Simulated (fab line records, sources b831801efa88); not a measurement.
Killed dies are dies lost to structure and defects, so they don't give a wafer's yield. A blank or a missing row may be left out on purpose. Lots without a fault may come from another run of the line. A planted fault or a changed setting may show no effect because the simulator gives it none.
Chamber matching | flow gf180mcu | GF_V2_ETCH_16 on rie_diel-01: 4 sister chambers
The step etches BARC in N2/H2. 4 wafers are shown with their chamber, then 10 later ones without.

WAFERS WITH THEIR CHAMBER
wafer  | chamber | oes_product_au (a.u.)
L087.3 | 1       | 0.853
L087.4 | 2       | 0.853
L088.3 | 3       | 0.860
L088.4 | 0       | 0.860

WAFERS WITHOUT THEIR CHAMBER
wafer  | oes_product_au (a.u.)
L088.6 | 0.857
L090.1 | 0.857
L090.4 | 0.864
L090.6 | 0.857
L093.1 | 0.859
L093.2 | 0.853
L093.5 | 0.845
L096.1 | 0.850
L096.2 | 0.852
L096.6 | 0.852

WHICH CHAMBER EACH WENT THROUGH
wafer  | from the rows above               | in truth
L088.6 | can't be placed: 0 or 3 or 1 or 2 | 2
L090.1 | can't be placed: 0 or 3 or 1 or 2 | 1
L090.4 | can't be placed: 0 or 3           | 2
L090.6 | can't be placed: 0 or 3 or 1 or 2 | 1
L093.1 | can't be placed: 0 or 3 or 1 or 2 | 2
L093.2 | can't be placed: 1 or 2           | 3
L093.5 | can't be placed: 1 or 2           | 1
L096.1 | can't be placed: 1 or 2           | 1
L096.2 | can't be placed: 1 or 2           | 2
L096.6 | can't be placed: 1 or 2           | 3
Placed correctly: 0 of 10. Can't be placed from these rows: 10 (the true chamber is among the candidates in 7). Placed wrongly: 0.
How it was worked out, from the rows above alone: a wafer's distance from a chamber is the root of the sum, over the readings, of the square of ((its reading less the chamber's mean) divided by the reading's scatter). The wafer belongs to the nearest chamber; if the next one is less than 2 further off, it can't be placed. A chamber's mean is the mean of its shown wafers. The scatter: with one shown wafer a chamber, the root of the mean of the squares of how far each hidden wafer lies from its nearest shown one.
